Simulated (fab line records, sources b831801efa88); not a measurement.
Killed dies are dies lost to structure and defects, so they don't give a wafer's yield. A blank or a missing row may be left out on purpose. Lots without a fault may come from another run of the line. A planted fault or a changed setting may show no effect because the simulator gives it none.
Chamber matching | flow gf180mcu | GF_V4_CMP_26 on cmp-02: 4 sister chambers
The step polishes, stops on SiO2, t overpolish 15 s, target thk 0 nm. 14 wafers are shown with their chamber, then 7 later ones without.

WAFERS WITH THEIR CHAMBER
wafer  | chamber | motor_current_A (A) | time_to_endpoint_s (s)
L670.1 | 3       | 10.6                | 88.2
L670.2 | 0       | 9.7                 | 85.5
L670.4 | 1       | 11.7                | 87.5
L671.1 | 2       | 11.8                | 85.0
L671.3 | 0       | 9.7                 | 84.2
L671.5 | 2       | 11.7                | 82.1
L673.2 | 1       | 11.6                | 87.8
L673.4 | 2       | 11.7                | 86.6
L673.5 | 1       | 11.4                | 86.9
L681.1 | 3       | 10.4                | 85.0
L681.2 | 0       | 9.5                 | 85.5
L681.4 | 2       | 11.9                | 86.4
L686.1 | 0       | 8.6                 | 89.6
L686.4 | 2       | 11.8                | 88.5

SIGNATURES (means of the wafers above)
reading            | chamber 0 | chamber 1 | chamber 2 | chamber 3 | scatter within a chamber
motor_current_A    | 9.375     | 11.567    | 11.780    | 10.500    | 0.304
time_to_endpoint_s | 86.200    | 87.400    | 85.720    | 86.600    | 2.11
Rule: a wafer's distance from a chamber is the root of the sum, over the readings, of the square of ((its reading less the chamber's mean) divided by the reading's scatter). The wafer belongs to the nearest chamber; if the next one is less than 2 further off, it can't be placed. The scatter: the root of (the sum of the squares of (reading less its chamber's mean) over the shown wafers, divided by (wafers less chambers)).

WAFERS WITHOUT THEIR CHAMBER
wafer  | motor_current_A (A) | time_to_endpoint_s (s)
L686.6 | 11.6                | 88.0
L689.4 | 11.3                | 87.6
L689.5 | 12.2                | 86.3
L689.6 | 11.6                | 89.8
L691.1 | 11.7                | 86.9
L691.2 | 10.8                | 88.7
L691.5 | 11.8                | 86.5

WHICH CHAMBER EACH WENT THROUGH
wafer  | from the rows above          | in truth
L686.6 | can't be placed: 1 or 2      | 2
L689.4 | can't be placed: 1 or 2 or 3 | 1
L689.5 | can't be placed: 2 or 1      | 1
L689.6 | can't be placed: 1 or 2      | 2
L691.1 | can't be placed: 1 or 2      | 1
L691.2 | can't be placed: 3 or 1      | 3
L691.5 | can't be placed: 2 or 1      | 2
Placed correctly: 0 of 7. Can't be placed from these rows: 7 (the true chamber is among the candidates in 7). Placed wrongly: 0.
